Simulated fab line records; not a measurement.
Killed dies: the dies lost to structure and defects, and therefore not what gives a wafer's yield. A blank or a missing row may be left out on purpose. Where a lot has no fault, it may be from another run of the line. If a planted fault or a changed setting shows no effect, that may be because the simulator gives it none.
Which tool is to blame?	flow gf180mcu	21 wafers from 7 lots sampled at 2 of the route's 602 steps

== WHAT EACH GAUGE READ, for each wafer ==
GF_HV_LDD_TW_MEAS_23.
lot	measured	on	HV_LDD_2_TW
L850	day 12 13:13	film_metro-04	1593 1595 1599
L853	day 13 15:19	film_metro-01	1586 1591 1591
L856	day 14 13:11	film_metro-04	1062 1066 1063
L858	day 15 07:29	film_metro-01	1052 1051 1058
L861	day 16 01:38	film_metro-01	1051 1057 1056
L864	day 17 04:50	film_metro-04	1067 1066 1065
L867	day 18 07:19	film_metro-04	1068 1058 1065

== EACH LOT AND THE TOOL THAT RAN IT (in order: tool; ch and the chambers of the sampled wafers; start) ==
lot	GF_HV_LDD_IMPLANT_21
L850	implanter-04 ch 0, day 12 12:59
L853	implanter-04 ch 0, day 13 15:05
L856	implanter-01 ch 0, day 14 12:56
L858	implanter-03 ch 0, day 15 07:14
L861	implanter-03 ch 0, day 16 01:25
L864	implanter-01 ch 0, day 17 04:35
L867	implanter-01 ch 0, day 18 07:04
- GF_HV_LDD_IMPLANT_21

== THE ANSWER, worked out from the rows above alone ==
Rule: usual is defined by the lots themselves. The widest of any qualifying gaps counts: lots, ordered by their means at a reading, are off when they make up no more than a third of the lots, leave a main group of 4 or more, and stand apart from it by 3 or more times the standard deviation of that group's means. A main group is skipped when, at the precision printed for the reading in the tables above, its means are all equal. A lot without any number at a reading at which 4 lots or more have one is off too. The other lots that the step has rows for count as sound.
Off: L850, L853, seen at GF_HV_LDD_TW_MEAS_23 (HV_LDD_2_TW). Main group: mean 1060, sd 5.1.
If a tool, at a process step before that reading, ran all the lots that are off and no sound lot after the first of them, it fits. Those tools and the gauges at GF_HV_LDD_TW_MEAS_23 are tried in the same way. One fits: GF_HV_LDD_IMPLANT_21 on implanter-04. It ran no sound lot before its first lot that is off in this sample, so the start can't be narrowed down.

== WHAT THE SIMULATOR HAD INSERTED ==
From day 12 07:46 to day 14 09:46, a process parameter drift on implanter-04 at GF_HV_LDD_IMPLANT_21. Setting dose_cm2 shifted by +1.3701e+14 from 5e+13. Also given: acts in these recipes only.
Struck lots among those shown: L850, L853. The rule above reached the same finding.
